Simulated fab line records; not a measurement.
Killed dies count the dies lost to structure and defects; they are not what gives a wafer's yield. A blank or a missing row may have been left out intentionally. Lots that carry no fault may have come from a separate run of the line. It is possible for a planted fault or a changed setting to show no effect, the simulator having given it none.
8D (eight disciplines) problem report, filled in by code :: flow sky130 :: the parts of the form that need people (team, actions taken, sign-off) are left out

== 1. THE PROBLEM ==
At SKY_LDD_P_HMDS_01, prime_temp_c averages 116.79 C over 6 wafers from 2 lots, while fault-free wafers read 120.01 C, standard deviation 0.13. That puts it -25 standard deviations away from the usual mean.
The step: prime time 60 s.
First seen on wafer L268.2, day 21 19:00, on litho_track-01. At this step, 36 wafers from 12 lots have a number in the record. Rule for "out", or "out of limits": more than 4 standard deviations from the usual mean. The other wafers with a number count as sound.

== 2. WHAT IT IS, WHAT IT ISN'T ==
question: which readings at this step
is: prime_temp_c
is not: exhaust_pa

question: which lots
is: L268, L270
is not: L262, L275, L276, L278, L279, L280, L281, L282, L283, L284

question: which wafers of those lots
is: all that have a number
is not: -

question: read on which tools
is: litho_track-01
is not: litho_track-02, litho_track-03

question: when
is: from day 21 19:00
is not: up to then (3 sound wafers); but 27 sound wafers of L275, L276, L278, L279, L280, L281, L282, L283, L284 came after

== 3. THE SUSPECTS, EACH WITH WHAT RULES IT OUT ==
Counting: a tool at a process step up to the reading stays a suspect if it ran every lot that is out and no sound lot after the first of them.
- litho_track-01 at SKY_LDD_P_HMDS_01 (prime time 60 s): ruled out as a lasting fault. After its first lot that is out, L268 (day 21 19:00), sound lots L280, L281, L283, L284 ran on it.
Left after counting: nothing in the record.

== 4. THE CAUSE (what the simulator had put in) ==
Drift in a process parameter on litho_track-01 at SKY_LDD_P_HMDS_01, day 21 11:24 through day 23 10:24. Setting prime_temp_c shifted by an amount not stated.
Counting ruled it out, wrongly.

== 5. THE CHAIN OF EFFECTS, in route order ==
Rows list readings where the struck wafers' mean (over those with a number) sits beyond 3 standard deviations from the usual. Scope: only readings with a usual standard deviation given in the record; hours: median across lots of the time from each lot's start at the first step in this table that gives one to its start at this step; sigmas: change in usual standard deviations.
hours: 0
step: SKY_LDD_P_HMDS_01
reading: prime_temp_c
usual: 120.01 C
on struck wafers: 116.79
change: -3.22
sigmas: -25
It contains these process steps:
- SKY_LDD_P_HMDS_01: prime time 60 s.
Later steps that measure or inspect, where all struck wafers having a row at the step show a number for every such reading and not one has moved that far: SKY_POLY_CUT_CD_MEAS_08.

== 6. WHAT WOULD HAVE CAUGHT IT SOONER ==
The fault began at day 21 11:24; the first out-of-limits reading in this record came at day 21 19:00, 8 hours later.
